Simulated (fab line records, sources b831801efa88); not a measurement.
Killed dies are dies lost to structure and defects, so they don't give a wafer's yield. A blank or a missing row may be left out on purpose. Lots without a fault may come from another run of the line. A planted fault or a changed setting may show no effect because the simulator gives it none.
A struck lot beside a sound one | flow gf180mcu | 43 steps out of a route of 602
Sound: wafers L763.1, L763.2, L763.6. Struck: wafer L768.5. (L768.2 of the same lot was not struck and is left out.) The cause comes at the end.
At each step with rows: each side's tool, then ch and its chambers, then its first start. Under that, the readings that differ: sound wafers | struck wafers | difference of the means | sigmas: that difference in standard deviations of wafers without a fault.
alike: readings whose means differ by less than 2 such deviations, and words and numbers that are the same on both sides. not compared: withheld readings, readings that some wafer has no value for, bounds like >300 that may hide the same value, and numbers for which the record gives no deviation and whose values overlap.
The two part at a step that has a row with sigmas, a row that says differs or no value, or rows on one side only. Numbers that don't overlap but have no deviation are shown without sigmas and don't part them. A reading that every wafer of one side lacks parts them only if that side has two wafers or more.

first, 1 step without rows for these wafers: GF_DNWELL_IMPLANT_07.
GF_DNWELL_STRIP_08: strips in O2/N2.
  sound on plasma_asher-01 ch 0,1, day 4 08:07; struck on plasma_asher-03 ch 0, day 5 10:54
  reading            | sound       | struck | difference | sigmas
  heater_power_w (W) | 296 272 272 | 441    | +161       | +3
  alike: chamber_pressure_mTorr, drypump_motor_current_A, n2_flow_sccm, oes_product_au, strip_time_to_endpoint_s
  not compared: rf_hours_counter_h
GF_DNWELL_TW_MEAS_09:
  sound on film_metro-04, day 4 08:13; struck on film_metro-01, day 5 11:01
  alike: DNWELL_TW
then, 7 steps without rows for these wafers: GF_NWELL_DEHYDRATE_00 (time 60 s); GF_NWELL_HMDS_01 (prime time 60 s); GF_NWELL_COAT_02 (resist thk 3000 nm); GF_NWELL_SOFTBAKE_03; GF_NWELL_EXPOSE_04 (exposes mask Nwell, target cd 860 nm); GF_NWELL_PEB_05; GF_NWELL_DEVELOP_06 (develop time 60 s).
GF_NWELL_OVL_MEAS_07:
  sound on overlay-01, day 4 21:39; struck on overlay-01, day 6 01:38
  alike: NWELL_OVL
then, 1 step without rows for these wafers: GF_NWELL_IMPLANT_08.
GF_NWELL_IMPLANT_09:
  sound on implanter-02 ch 0, day 4 21:50; struck on implanter-02 ch 0, day 6 01:50
  reading            | sound           | struck | difference | sigmas
  beam_on_s (s)      | 9.93 10.08 9.99 | 11.52  | +1.52      | +7
  faraday_current_uA | 22.7 22.3 22.5  | 19.6   | -2.9       | -6
GF_NWELL_STRIP_10: strips in O2/N2.
  sound on plasma_asher-03 ch 0,1, day 4 21:59; struck on plasma_asher-02 ch 1, day 6 01:58
  reading                     | sound             | struck | difference | sigmas
  drypump_motor_current_A (A) | 6.0 6.5 6.5       | 5.5    | -0.8       | -2
  n2_flow_sccm (sccm)         | 300.1 300.1 299.4 | 301.6  | +1.7       | +2
  alike: chamber_pressure_mTorr, heater_power_w, oes_product_au, strip_time_to_endpoint_s
  not compared: rf_hours_counter_h
GF_NWELL_TW_MEAS_11:
  sound on film_metro-02, day 4 22:05; struck on film_metro-04, day 6 02:05
  alike: NWELL_TW
then, 7 steps without rows for these wafers: GF_LVPWELL_DEHYDRATE_00 (time 60 s); GF_LVPWELL_HMDS_01 (prime time 60 s); GF_LVPWELL_COAT_02 (resist thk 3000 nm); GF_LVPWELL_SOFTBAKE_03; GF_LVPWELL_EXPOSE_04 (exposes mask LVPWELL, target cd 600 nm); GF_LVPWELL_PEB_05; GF_LVPWELL_DEVELOP_06 (develop time 60 s).
GF_LVPWELL_OVL_MEAS_07:
  sound on overlay-01, day 5 12:22; struck on overlay-02, day 6 17:05
  reading          | sound         | struck | difference | sigmas
  LVPWELL_OVL (nm) | -0.4 0.0 -0.2 | 3.1    | +3.3       | +2
then, 2 steps without rows for these wafers: GF_LVPWELL_IMPLANT_08; GF_LVPWELL_IMPLANT_09.
GF_LVPWELL_STRIP_10: strips in O2/N2.
  sound on plasma_asher-01 ch 0,1, day 5 12:42; struck on plasma_asher-01 ch 0, day 6 17:25
  alike: chamber_pressure_mTorr, drypump_motor_current_A, heater_power_w, n2_flow_sccm, oes_product_au, strip_time_to_endpoint_s
  not compared: rf_hours_counter_h
GF_LVPWELL_TW_MEAS_11:
  sound on film_metro-02, day 5 12:48; struck on film_metro-02, day 6 17:32
  alike: LVPWELL_TW
then, 7 steps without rows for these wafers: GF_MVSD_DEHYDRATE_00 (time 60 s); GF_MVSD_HMDS_01 (prime time 60 s); GF_MVSD_COAT_02 (resist thk 3000 nm); GF_MVSD_SOFTBAKE_03; GF_MVSD_EXPOSE_04 (exposes mask MVSD, target cd 1000 nm); GF_MVSD_PEB_05; GF_MVSD_DEVELOP_06 (develop time 60 s).
GF_MVSD_OVL_MEAS_07:
  sound on overlay-01, day 6 02:42; struck on overlay-01, day 7 08:59
  alike: MVSD_OVL
then, 2 steps without rows for these wafers: GF_MVSD_IMPLANT_08; GF_MVSD_IMPLANT_09.
GF_MVSD_STRIP_10: strips in O2/N2.
  sound on plasma_asher-04 ch 0,1, day 6 03:02; struck on plasma_asher-01 ch 0, day 7 09:19
  reading               | sound             | struck | difference | sigmas
  oes_product_au (a.u.) | 0.720 0.721 0.719 | 0.711  | -0.009     | -2
  alike: chamber_pressure_mTorr, drypump_motor_current_A, heater_power_w, n2_flow_sccm, strip_time_to_endpoint_s
  not compared: rf_hours_counter_h
GF_MVSD_TW_MEAS_11:
  sound on film_metro-02, day 6 03:08; struck on film_metro-04, day 7 09:26
  alike: MVSD_TW
then, 3 steps without rows for these wafers: GF_MVPSD_DEHYDRATE_00 (time 60 s); GF_MVPSD_HMDS_01 (prime time 60 s); GF_MVPSD_COAT_02 (resist thk 3000 nm).
-- the record jumps here: 4 days lie between the struck wafers' starts before and after --
GF_VT_IMPLANT_RS_MEAS_47: measures by four-point-probe.
  sound on film_metro-02, day 9 11:39; struck on film_metro-02, day 10 22:52
  reading           | sound             | struck | difference | sigmas
  NWELL_RS (ohm/sq) | 488.5 487.3 488.8 | 478.9  | -9.3       | -6

WHERE THEY PART
First at GF_DNWELL_STRIP_08; last, within this record, at GF_VT_IMPLANT_RS_MEAS_47.

WHY: what the simulator had put in
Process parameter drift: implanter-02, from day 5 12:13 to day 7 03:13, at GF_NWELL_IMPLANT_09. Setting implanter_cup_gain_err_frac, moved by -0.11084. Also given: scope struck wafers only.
